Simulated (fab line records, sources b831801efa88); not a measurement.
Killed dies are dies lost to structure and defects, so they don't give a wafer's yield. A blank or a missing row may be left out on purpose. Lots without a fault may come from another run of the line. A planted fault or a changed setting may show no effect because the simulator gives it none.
A struck lot beside a sound one | flow sky130 | 14 steps out of a route of 708
Sound: wafers L912.1, L912.3, L912.4. Struck: wafer L925.3. (L925.5, L925.6 of the same lot were not struck and are left out.) The cause comes at the end.
At each step with rows: each side's tool, then ch and its chambers, then its first start. Under that, the readings that differ: sound wafers | struck wafers | difference of the means | sigmas: that difference in standard deviations of wafers without a fault.
alike: readings whose means differ by less than 2 such deviations, and words and numbers that are the same on both sides. not compared: withheld readings, readings that some wafer has no value for, bounds like >300 that may hide the same value, and numbers for which the record gives no deviation and whose values overlap.
The two part at a step that has a row with sigmas, a row that says differs or no value, or rows on one side only. Numbers that don't overlap but have no deviation are shown without sigmas and don't part them. A reading that every wafer of one side lacks parts them only if that side has two wafers or more.

first, 4 steps without rows for these wafers: SKY_VIA1_SOFTBAKE_08 (time 90 s); SKY_VIA1_EXPOSE_09 (exposes mask VIM, target cd 150 nm); SKY_VIA1_PEB_10; SKY_VIA1_DEVELOP_11 (develop time 60 s).
SKY_VIA1_CD_MEAS_12: target cd 150 nm.
  sound on cd_sem-02, day 33 22:22; struck on cd_sem-02, day 38 12:00
  alike: cd_nm
SKY_VIA1_OVL_MEAS_13:
  sound on overlay-01, day 33 22:29; struck on overlay-01, day 38 12:05
  reading       | sound  | struck | difference | sigmas
  VIA1_OVL (nm) | 4 6 -8 | -11    | -12        | -2
SKY_VIA1_ETCH_14: etches BARC in N2/H2, stops on SiO2, time 45.9 s, target depth 60 nm.
  sound on rie_diel-02 ch 0,1,3, day 33 22:31; struck on rie_diel-02 ch 3, day 38 12:07
  reading                | sound   | struck | difference | sigmas
  rf_hours_counter_h (h) | 18 4 13 | 20     | +8         |
  alike: chamber_pressure_mTorr, drypump_motor_current_A, oes_product_au, throttle_valve_pct
SKY_VIA1_ETCH_15: etches SiO2 in C4F8/O2/Ar, stops on TiN, target depth 351 nm, time 54 s.
  sound on rie_diel-02 ch 0,1,3, day 33 22:34; struck on rie_diel-02 ch 3, day 38 12:09
  reading                | sound   | struck | difference | sigmas
  rf_hours_counter_h (h) | 18 4 13 | 20     | +8         |
  alike: chamber_pressure_mTorr, oes_product_au
SKY_VIA1_STRIP_16: strips in O2/N2.
  sound on plasma_asher-03 ch 0,1, day 33 22:36; struck on plasma_asher-02 ch 1, day 38 12:14
  alike: chamber_pressure_mTorr, drypump_motor_current_A, o2_flow_sccm, oes_product_au, strip_time_to_endpoint_s
  not compared: rf_hours_counter_h
then, 3 steps without rows for these wafers: SKY_VIA1_STRIP_17 (strips in post etch residue remover, time 1200 s); SKY_VIA1_CLEAN_18 (cleans in IPA, time 180 s); SKY_VIA1_CLEAN_19 (cleans in O3/DIW).
SKY_VIA1_SPUTTER_20: material TiN, target thk 20 nm, time 80 s.
  sound on pvd_sputter-03, day 33 23:14; struck on pvd_sputter-01, day 38 12:47
  reading                                  | sound             | struck | difference | sigmas
  model.TiN_of_VIA1_SPUTTER_20.thk_nm (nm) | 20.12 20.19 20.07 | 29.88  | +9.75      |
  alike: throttle_valve_pct
SKY_VIA1_CVD_21: deposits W, target thk 270 nm, time 80.902 s.
  sound on cvd_w-01 ch 0,1, day 33 23:18; struck on cvd_w-01 ch 0, day 38 12:53
  alike: heater_power_w

WHERE THEY PART
Only at SKY_VIA1_OVL_MEAS_13, within this record. Later steps at which nothing parts them and some readings are alike: SKY_VIA1_ETCH_14, SKY_VIA1_ETCH_15, SKY_VIA1_STRIP_16, SKY_VIA1_SPUTTER_20, SKY_VIA1_CVD_21.

WHY: what the simulator had put in
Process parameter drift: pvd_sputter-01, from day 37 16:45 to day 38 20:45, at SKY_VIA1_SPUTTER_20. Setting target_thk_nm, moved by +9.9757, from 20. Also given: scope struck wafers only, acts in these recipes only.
